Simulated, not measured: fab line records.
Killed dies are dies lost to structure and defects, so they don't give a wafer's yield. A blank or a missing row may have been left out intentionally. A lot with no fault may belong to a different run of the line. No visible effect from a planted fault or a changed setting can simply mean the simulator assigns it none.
Comparing a struck lot with a sound one || flow sky130 || 13 out of 708 route steps
Sound: the wafers L815.2, L815.3, L815.5. Wafers struck: L822.2, L822.4, L822.5. The cause is named last.
Each step with rows lists, per side, the tool, then ch with its chambers, then its first start. Under that, the readings that differ: sound wafers || struck wafers || difference of the means || sigmas: that difference in standard deviations of wafers without a fault.
alike: same words and numbers on both sides, and readings whose means sit less than 2 such deviations apart. not compared: any withheld reading, any reading some wafer has no value for, any bound like >300 that may hide the same value, and any number with overlapping values for which the record gives no deviation.
The two part at a step that has a row with sigmas, a row that says differs or no value, or rows on one side only. Non-overlapping numbers with no deviation appear without sigmas and do not part them. A reading that every wafer of one side lacks parts them only if that side has two wafers or more.

first, 5 steps without rows for these wafers: SKY_POLY_GATE_COAT_08 (resist thk 450 nm); SKY_POLY_GATE_SOFTBAKE_09 (time 90 s); SKY_POLY_GATE_EXPOSE_10 (exposes mask P1M, target cd 150 nm); SKY_POLY_GATE_PEB_11; SKY_POLY_GATE_DEVELOP_12 (develop time 60 s).
SKY_POLY_GATE_CD_MEAS_13: target cd 150 nm.
  struck on cd sem-02, day 21 11:50; sound on cd sem-02, day 19 00:54
  alike: cd nm
SKY_POLY_GATE_OVL_MEAS_14:
  struck on overlay-02, day 21 11:57; sound on overlay-02, day 19 01:01
  alike: POLY_GATE_OVL
SKY_POLY_GATE_ETCH_15: etches BARC in N2/H2, stops on SiO2, time 118.5 s, target depth 110 nm.
  sound on rie diel-02 ch 1,3, day 19 01:02; struck on rie diel-03 ch 2,3, day 21 11:59
  alike: chamber pressure mTorr, drypump motor current A, n2 flow sccm, oes product au, throttle valve pct
  not compared: rf hours counter h
SKY_POLY_GATE_ETCH_16: etches Si3N4 in CH3F/O2, stops on poly-Si, time 147.5 s, target depth 75 nm.
  sound on rie diel-02 ch 1,3, day 19 01:07; struck on rie diel-03 ch 2,3, day 21 12:04
  alike: ch3f flow sccm, chamber pressure mTorr, drypump motor current A, oes product au, throttle valve pct
  not compared: rf hours counter h
SKY_POLY_GATE_ETCH_17: etches poly-Si in HBr/Cl2, stops on SiO2, target depth 180 nm, time 70.5 s.
  sound on rie si-01 ch 1,2,3, day 19 01:13; struck on rie si-01 ch 1,3, day 21 12:10
  alike: chamber pressure mTorr, drypump motor current A, mfc cl2 sccm, oes product au, throttle valve pct
  not compared: rf hours counter h
SKY_POLY_GATE_STRIP_18: strips in O2/N2.
  sound on plasma asher-01 ch 0,1, day 19 01:17; struck on plasma asher-03 ch 0,1, day 21 12:13
  alike: chamber pressure mTorr, drypump motor current A, n2 flow sccm, oes product au, strip time to endpoint s
  not compared: rf hours counter h
then, 1 step without rows for these wafers: SKY_POLY_GATE_CLEAN_19 (cleans in SC1/SC2, time 150 s).
SKY_POLY_GATE_OXIDATION_20: stabilise 600 s, purge 300 s, target thk 4 nm.
  sound on furnace-02 ch 0, day 19 04:26; struck on furnace-01, day 21 12:22
  no value came back on the struck wafers for ox temp c (C), ox temp c max, zone power top pct (%); on the sound wafers ox temp c (C) reads 850.2 850.5 850.3

## WHERE THEY PART
Only at SKY_POLY_GATE_OXIDATION_20, as far as this record shows.

WHY: what the simulator had put in
Whole step skipped at SKY_POLY_GATE_OXIDATION_20 on furnace-01, starting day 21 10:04. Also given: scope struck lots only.
